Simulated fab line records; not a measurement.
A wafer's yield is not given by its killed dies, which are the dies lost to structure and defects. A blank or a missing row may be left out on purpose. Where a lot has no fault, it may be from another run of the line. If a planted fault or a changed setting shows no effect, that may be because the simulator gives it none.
A struck lot beside a sound one || flow sky130 || 30 steps out of a route of 708
Sound: wafers L274.1, L274.5, L274.6. Struck: wafers L278.1, L278.2, L278.3. At the end, the cause is stated.
Each step with rows lists, per side, the tool, then ch with its chambers, then its first start. Under that, the readings that differ: sound wafers || struck wafers || difference of the means || sigmas: that difference in standard deviations of wafers without a fault.
alike: readings whose means differ by less than 2 such deviations, and words and numbers that are the same on both sides. not compared: withheld readings, readings that some wafer has no value for, bounds like >300 that may hide the same value, and numbers for which the record gives no deviation and whose values overlap.
The two part at a step that has a row with sigmas, a row that says differs or no value, or rows on one side only. Numbers that don't overlap but have no deviation are shown without sigmas and don't part them. Lack of a reading on every wafer of one side parts them only where that side has two or more wafers.

first, 6 steps without rows for these wafers: SKY_SONOS_ONO_HMDS_07 (prime time 60 s); SKY_SONOS_ONO_COAT_08 (resist thk 1140 nm); SKY_SONOS_ONO_SOFTBAKE_09 (time 60 s); SKY_SONOS_ONO_EXPOSE_10 (exposes mask ONOM, target cd 410 nm); SKY_SONOS_ONO_PEB_11; SKY_SONOS_ONO_DEVELOP_12 (develop time 60 s).
SKY_SONOS_ONO_CD_MEAS_13 targets a cd of 410 nm.
  sound on cd_sem-01, day 14 22:52; struck on cd_sem-02, day 15 23:16
  alike: cd_nm
SKY_SONOS_ONO_OVL_MEAS_14:
  sound on overlay-02, day 14 22:59; struck on overlay-01, day 15 23:23
  alike: SONOS_ONO_OVL
SKY_SONOS_ONO_ETCH_15: etches the open film in CHF3/O2, target depth 19.52 nm, time 7.8 s.
  sound on rie_diel-01 ch 1,3, day 14 23:02; struck on rie_diel-02 ch 0,1,2, day 15 23:26
  alike: drypump_motor_current_A, oes_product_au, rf_fwd_power_W, throttle_valve_pct
  not compared: rf_hours_counter_h
then, 1 step without rows for these wafers: SKY_SONOS_ONO_WET_ETCH_16 (etches SiO2 in dHF, target depth 14 nm, time 280 s).
SKY_SONOS_ONO_STRIP_17: strips in O2/N2.
  sound on plasma_asher-03 ch 0,1, day 14 23:08; struck on plasma_asher-02 ch 0,1, day 15 23:32
{"reading": "strip_time_to_endpoint_s (s)", "sound": "14.05 14.03 14.09", "struck": "14.17 14.14 14.16", "difference": "+0.10", "sigmas": "+2"}
  alike: drypump_motor_current_A, oes_product_au
  not compared: rf_hours_counter_h
then, 1 step without rows for these wafers: SKY_SONOS_ONO_WET_ETCH_18 (etches Si3N4 in H3PO4, target depth 15 nm, time 172 s).
SKY_GATE_OXIDE_CLEAN_00: cleans in SC1/SC2, time 150 s.
  sound on wet_bench-02 ch 0, day 14 23:17; struck on wet_bench-02 ch 1, day 15 23:42
{"reading": "run_length_s (s)", "sound": "177 177 177", "struck": "78 78 78", "difference": -99, "sigmas": -26}
{"reading": "model.SiO2_of_SONOS_ONO_CVD_04.thk_nm (nm)", "sound": "4.992 5.02 4.881", "struck": "5.536 5.424 5.537", "difference": "+0.535", "sigmas": ""}
then, 1 step without rows for these wafers: SKY_GATE_OXIDE_OXIDATION_01 (stabilise 600 s, purge 300 s, target thk 10.268 nm).
SKY_GATE_OXIDE_THK_MEAS_02:
  sound on film_metro-03, day 15 02:14; struck on film_metro-04, day 16 05:13
  alike: GATE_OXIDE_OXIDATION_00_THK
then, 7 steps without rows for these wafers: SKY_GATE_OXIDE_DEHYDRATE_03 (time 60 s); SKY_GATE_OXIDE_HMDS_04 (prime time 60 s); SKY_GATE_OXIDE_COAT_05 (resist thk 1140 nm); SKY_GATE_OXIDE_SOFTBAKE_06 (time 60 s); SKY_GATE_OXIDE_EXPOSE_07 (exposes mask LVOM, target cd 600 nm); SKY_GATE_OXIDE_PEB_08; SKY_GATE_OXIDE_DEVELOP_09 (develop time 60 s).
SKY_GATE_OXIDE_OVL_MEAS_10:
  sound on overlay-02, day 16 04:53; struck on overlay-01, day 17 08:56
  alike: GATE_OXIDE_OVL
then, 2 steps without rows for these wafers: SKY_GATE_OXIDE_IMPLANT_11; SKY_GATE_OXIDE_WET_ETCH_12 (etches SiO2 in dHF, target depth 16.8 nm, time 336 s).
SKY_GATE_OXIDE_STRIP_13: strips in O2/N2.
  sound on plasma_asher-01 ch 0,1, day 16 05:10; struck on plasma_asher-04 ch 0,1, day 17 09:14
  alike: drypump_motor_current_A, oes_product_au, strip_time_to_endpoint_s
  not compared: rf_hours_counter_h
SKY_GATE_OXIDE_TW_MEAS_14:
  sound on film_metro-03, day 16 05:16; struck on film_metro-04, day 17 09:20
  alike: GATE_OXIDE_TW
SKY_GATE_OXIDE_CLEAN_15: cleans in SC1/SC2, time 150 s.
  sound on wet_bench-02 ch 2, day 16 05:19; struck on wet_bench-01 ch 1, day 17 09:23
{"reading": "model.SiO2_of_SONOS_ONO_CVD_04.thk_nm (nm)", "sound": "4.301 4.333 4.194", "struck": "4.867 4.755 4.868", "difference": "+0.554", "sigmas": ""}
  alike: run_length_s
then, 1 step without rows for these wafers: SKY_GATE_OXIDE_OXIDATION_16 (stabilise 600 s, purge 300 s, target thk 3.57 nm).
-- a jump in the record: the struck wafers' starts before and after are 31 days apart (it breaks off in module GATE_OXIDE and resumes in module PAD_OPEN, where the first step shown is number 708 of the route) --
SKY_PAD_OPEN_PROBE_99:
  sound on prober-01, day 47 12:51; struck on prober-01, day 48 11:55
{"reading": "model.etest.cap_thick_oxide.gate_bv_v (V)", "sound": "16.66 15.32 15.94", "struck": "14.01 13.6 14.04", "difference": -2.09, "sigmas": ""}
{"reading": "model.etest.cap_ono.gate_log10_a_cm2", "sound": "-8.04 -8.091 -7.787", "struck": "-8.553 -8.643 -8.815", "difference": -0.698, "sigmas": ""}
{"reading": "model.etest.cap_ono.gate_bv_v (V)", "sound": "16.78 16.5 16.01", "struck": "16.81 17.15 16.95", "difference": "+0.54", "sigmas": ""}
{"reading": "model.etest.cap_ono.tox_acc_nm (nm)", "sound": "12.99 13.06 12.8", "struck": "13.37 13.38 13.51", "difference": "+0.47", "sigmas": ""}
{"reading": "model.etest.sonos_programmed.vt_v (V)", "sound": "1.402 1.35 1.494", "struck": "1.193 1.137 1.091", "difference": -0.275, "sigmas": ""}
{"reading": "model.etest.sonos_erased.vt_v (V)", "sound": "-2.204 -2.212 -2.305", "struck": "-2.003 -2.005 -1.97", "difference": "+0.248", "sigmas": ""}
{"reading": "model.etest.sonos_baked.vt_v (V)", "sound": "0.9207 0.9073 0.954", "struck": "0.7807 0.739 0.6737", "difference": -0.1962, "sigmas": ""}
  alike: killed_at_M0_to_M3, killed_at_M4_up, killed_at_contacts, killed_at_front_end, killed_at_other, killed_dies, killed_open, killed_short
  not compared: model.etest.sonos_programmed.off_log10_a_um

== WHERE THEY PART ==
Last at SKY_GATE_OXIDE_CLEAN_00 as far as this record goes, first at SKY_SONOS_ONO_STRIP_17. Later steps at which nothing parts them and some readings are alike: SKY_GATE_OXIDE_THK_MEAS_02, SKY_GATE_OXIDE_OVL_MEAS_10, SKY_GATE_OXIDE_STRIP_13, SKY_GATE_OXIDE_TW_MEAS_14, SKY_GATE_OXIDE_CLEAN_15, SKY_PAD_OPEN_PROBE_99.

WHY: what the simulator had put in
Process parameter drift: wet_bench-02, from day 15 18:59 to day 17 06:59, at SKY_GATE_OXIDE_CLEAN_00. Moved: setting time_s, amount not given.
